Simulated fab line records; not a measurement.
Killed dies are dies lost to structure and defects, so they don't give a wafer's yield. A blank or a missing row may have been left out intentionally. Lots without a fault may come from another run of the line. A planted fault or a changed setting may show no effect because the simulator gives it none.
Which tool was responsible? :: flow gf180mcu :: Sampling: 12 lots, 36 wafers, 5 of 602 route steps

== WHAT THE GAUGES SHOWED, per wafer ==
GF_HV_LDD_OVL_MEAS_32.
lot: L543
measured: day 11 12:01
on: overlay-02
HV_LDD_02_OVL (nm): -2.4 -1.0 -1.8

lot: L544
measured: day 11 21:04
on: overlay-02
HV_LDD_02_OVL (nm): -1.7 -4.2 -2.8

lot: L545
measured: day 12 04:16
on: overlay-02
HV_LDD_02_OVL (nm): -1.2 0.7 -0.3

lot: L549
measured: day 13 18:13
on: overlay-02
HV_LDD_02_OVL (nm): 0.9 -0.5 -0.5

lot: L552
measured: day 15 09:48
on: overlay-02
HV_LDD_02_OVL (nm): -1.0 -0.9 -1.2

lot: L555
measured: day 16 07:47
on: overlay-01
HV_LDD_02_OVL (nm): -0.4 -1.5 -0.4

lot: L559
measured: day 17 06:05
on: overlay-02
HV_LDD_02_OVL (nm): 0.9 2.5 0.7

lot: L560
measured: day 17 09:55
on: overlay-01
HV_LDD_02_OVL (nm): -2.5 -1.2 -2.3

lot: L562
measured: day 17 20:53
on: overlay-01
HV_LDD_02_OVL (nm): -93.6 -93.6 -94.1

lot: L563
measured: day 18 05:40
on: overlay-01
HV_LDD_02_OVL (nm): -95.5 -93.7 -94.4

lot: L565
measured: day 19 01:35
on: overlay-02
HV_LDD_02_OVL (nm): 0.5 0.6 0.6

lot: L566
measured: day 19 04:17
on: overlay-01
HV_LDD_02_OVL (nm): 0.5 -1.8 -0.6

GF_PASSIVATION_BOW_MEAS_14.
lot: L543
measured: day 29 00:23
on: filmMetro-02
PASSIVATION_BOW (um): 126 124 132

lot: L544
measured: day 29 08:33
on: filmMetro-03
PASSIVATION_BOW (um): 156 140 141

lot: L545
measured: day 29 14:58
on: filmMetro-04
PASSIVATION_BOW (um): 138 147 136

lot: L549
measured: day 31 01:11
on: filmMetro-02
PASSIVATION_BOW (um): 131 134 126

lot: L552
measured: day 32 11:58
on: filmMetro-03
PASSIVATION_BOW (um): 112 111 129

lot: L555
measured: day 33 04:34
on: filmMetro-03
PASSIVATION_BOW (um): 127 136 149

lot: L559
measured: day 33 19:26
on: filmMetro-04
PASSIVATION_BOW (um): 131 144 143

lot: L560
measured: day 34 00:31
on: filmMetro-03
PASSIVATION_BOW (um): 139 140 146

lot: L562
measured: day 34 08:01
on: filmMetro-03
PASSIVATION_BOW (um): 141 138 139

lot: L563
measured: day 34 13:37
on: filmMetro-04
PASSIVATION_BOW (um): 128 127 139

lot: L565
measured: day 35 02:07
on: filmMetro-03
PASSIVATION_BOW (um): 144 139 143

lot: L566
measured: day 35 03:38
on: filmMetro-02
PASSIVATION_BOW (um): 136 142 145

== TOOL THAT RAN EACH LOT (tool first, then ch and the chambers of the sampled wafers, then the start) ==
lot: L543
GF_HV_LDD_EXPOSE_28: ilineStepper-02 ch 0, day 11 03:28
GF_M4_STRIP_17: plasmaAsher-02 ch 0,1, day 23 10:41
GF_M5_METAL_ETCH_10: rieMetal-03 ch 0, day 26 06:19

lot: L544
GF_HV_LDD_EXPOSE_28: ilineStepper-02 ch 0, day 11 12:07
GF_M4_STRIP_17: plasmaAsher-02 ch 0,1, day 23 19:28
GF_M5_METAL_ETCH_10: rieMetal-02 ch 0,1, day 26 15:49

lot: L545
GF_HV_LDD_EXPOSE_28: ilineStepper-01 ch 0, day 11 19:40
GF_M4_STRIP_17: plasmaAsher-04 ch 0,1, day 24 04:55
GF_M5_METAL_ETCH_10: rieMetal-02 ch 0,1, day 27 00:09

lot: L549
GF_HV_LDD_EXPOSE_28: ilineStepper-01 ch 0, day 13 07:29
GF_M4_STRIP_17: plasmaAsher-01 ch 0,1, day 25 19:55
GF_M5_METAL_ETCH_10: rieMetal-01 ch 0,1, day 28 11:33

lot: L552
GF_HV_LDD_EXPOSE_28: ilineStepper-01 ch 0, day 14 22:49
GF_M4_STRIP_17: plasmaAsher-02 ch 0,1, day 27 10:56
GF_M5_METAL_ETCH_10: rieMetal-03 ch 1, day 30 00:58

lot: L555
GF_HV_LDD_EXPOSE_28: ilineStepper-01 ch 0, day 15 20:16
GF_M4_STRIP_17: plasmaAsher-02 ch 0,1, day 28 07:38
GF_M5_METAL_ETCH_10: rieMetal-02 ch 0,1, day 30 19:21

lot: L559
GF_HV_LDD_EXPOSE_28: ilineStepper-01 ch 0, day 16 18:22
GF_M4_STRIP_17: plasmaAsher-02 ch 0,1, day 29 02:19
GF_M5_METAL_ETCH_10: rieMetal-01 ch 0,1, day 31 10:46

lot: L560
GF_HV_LDD_EXPOSE_28: ilineStepper-02 ch 0, day 16 20:54
GF_M4_STRIP_17: plasmaAsher-01 ch 0,1, day 29 05:19
GF_M5_METAL_ETCH_10: rieMetal-02 ch 0,1, day 31 17:00

lot: L562
GF_HV_LDD_EXPOSE_28: ilineStepper-02 ch 0, day 17 09:33
GF_M4_STRIP_17: plasmaAsher-04 ch 1, day 29 16:10
GF_M5_METAL_ETCH_10: rieMetal-01 ch 0,1, day 32 00:52

lot: L563
GF_HV_LDD_EXPOSE_28: ilineStepper-02 ch 0, day 17 17:34
GF_M4_STRIP_17: plasmaAsher-01 ch 0,1, day 29 21:10
GF_M5_METAL_ETCH_10: rieMetal-03 ch 0, day 32 06:40

lot: L565
GF_HV_LDD_EXPOSE_28: ilineStepper-01 ch 0, day 18 14:04
GF_M4_STRIP_17: plasmaAsher-04 ch 0,1, day 30 13:06
GF_M5_METAL_ETCH_10: rieMetal-03 ch 0,1, day 32 21:28

lot: L566
GF_HV_LDD_EXPOSE_28: ilineStepper-01 ch 0, day 18 16:02
GF_M4_STRIP_17: plasmaAsher-04 ch 0,1, day 30 14:19
GF_M5_METAL_ETCH_10: rieMetal-03 ch 0,1, day 32 22:18
- GF_HV_LDD_EXPOSE_28: exposes mask Nplus HV AREA, target cd 400 nm.
- GF_M4_STRIP_17: strips in O2/N2.
- GF_M5_METAL_ETCH_10: etches the open film in Cl2/BCl3, stops on SiO2, target depth 750.8 nm, time 125.1 s.

== AS READ BY THE TOOLS THEMSELVES (means over the sampled wafers that have a number; for cases with no such wafer, the mark the record gives instead) ==
GF_HV_LDD_EXPOSE_28.
lot: L543
tool: ilineStepper-02
stageVelMmS (mm/s): 499.90

lot: L544
tool: ilineStepper-02
stageVelMmS (mm/s): 499.93

lot: L545
tool: ilineStepper-01
stageVelMmS (mm/s): 499.87

lot: L549
tool: ilineStepper-01
stageVelMmS (mm/s): 500.12

lot: L552
tool: ilineStepper-01
stageVelMmS (mm/s): 500.02

lot: L555
tool: ilineStepper-01
stageVelMmS (mm/s): 499.99

lot: L559
tool: ilineStepper-01
stageVelMmS (mm/s): 500.22

lot: L560
tool: ilineStepper-02
stageVelMmS (mm/s): 499.89

lot: L562
tool: ilineStepper-02
stageVelMmS (mm/s): 499.90

lot: L563
tool: ilineStepper-02
stageVelMmS (mm/s): 500.00

lot: L565
tool: ilineStepper-01
stageVelMmS (mm/s): 500.09

lot: L566
tool: ilineStepper-01
stageVelMmS (mm/s): 499.89

GF_M4_STRIP_17.
lot: L543
tool: plasmaAsher-02
drypumpMotorCurrentA (A): 6.1
heaterPowerW (W): 348
n2FlowSccm (sccm): 301.2
oesProductAu (a.u.): 0.538
stripTimeToEndpointS (s): 7.33

lot: L544
tool: plasmaAsher-02
drypumpMotorCurrentA (A): 6.2
heaterPowerW (W): 369
n2FlowSccm (sccm): 300.2
oesProductAu (a.u.): 0.537
stripTimeToEndpointS (s): 7.41

lot: L545
tool: plasmaAsher-04
drypumpMotorCurrentA (A): 5.5
heaterPowerW (W): 297
n2FlowSccm (sccm): 300.7
oesProductAu (a.u.): 0.539
stripTimeToEndpointS (s): 7.32

lot: L549
tool: plasmaAsher-01
drypumpMotorCurrentA (A): 5.4
heaterPowerW (W): 292
n2FlowSccm (sccm): 301.0
oesProductAu (a.u.): 0.543
stripTimeToEndpointS (s): 7.43

lot: L552
tool: plasmaAsher-02
drypumpMotorCurrentA (A): 6.1
heaterPowerW (W): 350
n2FlowSccm (sccm): 300.7
oesProductAu (a.u.): 0.542
stripTimeToEndpointS (s): 7.42

lot: L555
tool: plasmaAsher-02
drypumpMotorCurrentA (A): 6.1
heaterPowerW (W): 372
n2FlowSccm (sccm): 300.8
oesProductAu (a.u.): 0.539
stripTimeToEndpointS (s): 7.45

lot: L559
tool: plasmaAsher-02
drypumpMotorCurrentA (A): 6.1
heaterPowerW (W): 349
n2FlowSccm (sccm): 300.0
oesProductAu (a.u.): 0.535
stripTimeToEndpointS (s): 7.40

lot: L560
tool: plasmaAsher-01
drypumpMotorCurrentA (A): 5.4
heaterPowerW (W): 286
n2FlowSccm (sccm): 300.2
oesProductAu (a.u.): 0.544
stripTimeToEndpointS (s): 7.44

lot: L562
tool: plasmaAsher-04
drypumpMotorCurrentA (A): 5.8
heaterPowerW (W): 266
n2FlowSccm (sccm): 301.1
oesProductAu (a.u.): 0.535
stripTimeToEndpointS (s): 7.37

lot: L563
tool: plasmaAsher-01
drypumpMotorCurrentA (A): 5.4
heaterPowerW (W): 299
n2FlowSccm (sccm): 299.1
oesProductAu (a.u.): 0.536
stripTimeToEndpointS (s): 7.47

lot: L565
tool: plasmaAsher-04
drypumpMotorCurrentA (A): 5.5
heaterPowerW (W): 298
n2FlowSccm (sccm): 299.7
oesProductAu (a.u.): 0.534
stripTimeToEndpointS (s): 7.32

lot: L566
tool: plasmaAsher-04
drypumpMotorCurrentA (A): 5.6
heaterPowerW (W): 284
n2FlowSccm (sccm): 300.6
oesProductAu (a.u.): 0.541
stripTimeToEndpointS (s): 7.44

GF_M5_METAL_ETCH_10.
lot: L543
tool: rieMetal-03
drypumpMotorCurrentA (A): 5.92
oesProductAu (a.u.): 0.986
throttleValvePct (%): 28.233

lot: L544
tool: rieMetal-02
drypumpMotorCurrentA (A): 5.89
oesProductAu (a.u.): 0.988
throttleValvePct (%): 28.239

lot: L545
tool: rieMetal-02
drypumpMotorCurrentA (A): 5.92
oesProductAu (a.u.): 0.988
throttleValvePct (%): 28.235

lot: L549
tool: rieMetal-01
drypumpMotorCurrentA (A): 5.87
oesProductAu (a.u.): 0.987
throttleValvePct (%): 28.226

lot: L552
tool: rieMetal-03
drypumpMotorCurrentA (A): 5.62
oesProductAu (a.u.): 0.999
throttleValvePct (%): 28.217

lot: L555
tool: rieMetal-02
drypumpMotorCurrentA (A): 5.92
oesProductAu (a.u.): 0.986
throttleValvePct (%): 28.233

lot: L559
tool: rieMetal-01
drypumpMotorCurrentA (A): 6.02
oesProductAu (a.u.): 0.984
throttleValvePct (%): 28.238

lot: L560
tool: rieMetal-02
drypumpMotorCurrentA (A): 5.91
oesProductAu (a.u.): 0.988
throttleValvePct (%): 28.232

lot: L562
tool: rieMetal-01
drypumpMotorCurrentA (A): 6.02
oesProductAu (a.u.): 0.988
throttleValvePct (%): 28.230

lot: L563
tool: rieMetal-03
drypumpMotorCurrentA (A): 5.89
oesProductAu (a.u.): 0.991
throttleValvePct (%): 28.236

lot: L565
tool: rieMetal-03
drypumpMotorCurrentA (A): 5.81
oesProductAu (a.u.): 0.997
throttleValvePct (%): 28.223

lot: L566
tool: rieMetal-03
drypumpMotorCurrentA (A): 5.84
oesProductAu (a.u.): 0.998
throttleValvePct (%): 28.217

== THE ANSWER, worked out from the rows above alone ==
Rule: usual is defined by the lots themselves. Put in order of their means at a reading, lots are off if they are a third of the lots or fewer, leave a main group of 4 or more, and stand apart from it by a gap of 3 or more times the standard deviation of the main group's means; of several such gaps the widest counts. Not used: any main group whose means are identical at the precision the tables above print for the reading. Also off: a lot with no number at a reading for which 4 or more lots have one. Any other lot the step has rows for is counted as sound. After the gauges, taken in route order, come the tools' own readings; for these a lot's mean is taken, as printed above. The first step at which some lot is off is used, and at that step the reading that is off furthest; a lot without a number counts as furthest.
Off: at GF_HV_LDD_OVL_MEAS_32 (HV_LDD_02_OVL), L562, L563. The main group: mean -0.7 nm, standard deviation 1.2.
A tool fits if, at a process step before that reading, it ran every lot that is off, and no sound lot after the first of them. The gauges at GF_HV_LDD_OVL_MEAS_32 are tried like those tools. One fits: ilineStepper-02 at GF_HV_LDD_EXPOSE_28. A fault onset in the window from L560 (day 16 20:54, its last sound lot) to L562 (day 17 09:33, its first lot off) fits.

== WHAT THE SIMULATOR HAD PUT IN ==
Scanner matching overlay: ilineStepper-02, from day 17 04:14 on, at GF_HV_LDD_EXPOSE_28. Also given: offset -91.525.
Lots struck among those shown: L562, L563. The rule given above showed the same thing.
